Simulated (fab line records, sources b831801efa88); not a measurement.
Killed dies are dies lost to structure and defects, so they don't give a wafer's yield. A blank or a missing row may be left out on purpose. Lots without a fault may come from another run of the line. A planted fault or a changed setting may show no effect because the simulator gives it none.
Problem report in the 8D (eight disciplines) form, filled by code | flow sky130 | the parts of the form that need people (team, actions taken, sign-off) are left out

1. THE PROBLEM
cd_nm at SKY_VIA2_CD_MEAS_12 reads a mean of 168.8 nm on 3 wafers of 2 lots; wafers without a fault read 199.9 nm with a standard deviation of 1.6. That is -19 standard deviations from the usual mean.
The step: target cd 200 nm.
First seen on wafer L750.3, day 39 00:47, on cd_sem-02. The record holds 42 wafers of 14 lots with a number at this step. Rule for "out", or "out of limits": more than 4 standard deviations from the usual mean. The other wafers with a number count as sound.

2. WHAT IT IS AND WHAT IT IS NOT
question                    | is                     | is not
which readings at this step | cd_nm                  | -
which lots                  | L750, L753             | L742, L743, L744, L746, L749, L757, L758, L761, L762, L763, L764, L765
which wafers of those lots  | L750.3, L753.3, L753.4 | L750.5, L750.6, L753.2
read on which gauges        | cd_sem-02              | cd_sem-01
when                        | from day 39 00:47      | up to then (17 sound wafers); but 22 sound wafers of L753, L757, L758, L761, L762, L763, L764, L765 came after

3. SUSPECTS, AND WHAT RULES EACH OUT
Counting: a tool at a process step up to the reading stays a suspect if it ran every lot that is out. Sound lots after the first of them don't rule it out here, since some wafers of a struck lot are sound.
- the gauge at SKY_VIA2_CD_MEAS_12: kept. All the wafers that are out were read on cd_sem-02, and no step on other tools shows them out.
- krf_scanner-01 at SKY_VIA2_EXPOSE_09 (exposes mask VIM2, target cd 200 nm): kept. It ran every lot that is out, first L750 (day 38 12:58); its last sound lot up to then is L749 (day 38 00:52).
Left after counting: krf_scanner-01 at SKY_VIA2_EXPOSE_09, cd_sem-02 at SKY_VIA2_CD_MEAS_12.

4. THE CAUSE (what the simulator had put in)
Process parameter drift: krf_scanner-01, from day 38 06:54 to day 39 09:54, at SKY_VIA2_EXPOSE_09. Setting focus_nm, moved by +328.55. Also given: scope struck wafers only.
Counting left 2 suspects, and this tool is among them.

5. THE CHAIN OF EFFECTS, in route order
Each row: a reading whose mean over the struck wafers that have a number lies more than 3 standard deviations from the usual. Only readings for which the record gives a usual standard deviation are gone through. hours: the time from each lot's start at the first step in this table that gives one to its start at this step, as a median over the lots. sigmas: the change in usual standard deviations.
hours | step                | reading | usual    | on struck wafers | change | sigmas
0     | SKY_VIA2_CD_MEAS_12 | cd_nm   | 199.9 nm | 168.8            | -31.1  | -19

6. WHAT WOULD HAVE CAUGHT IT SOONER
In this record the first reading out of limits at a measuring or inspecting step was taken at day 39 00:47, 18 hours after the fault began at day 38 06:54.
Of the lots that are out (2), L753 began SKY_VIA2_EXPOSE_09 on krf_scanner-01 after day 39 00:47. A hold on the tool at that time would have spared it.
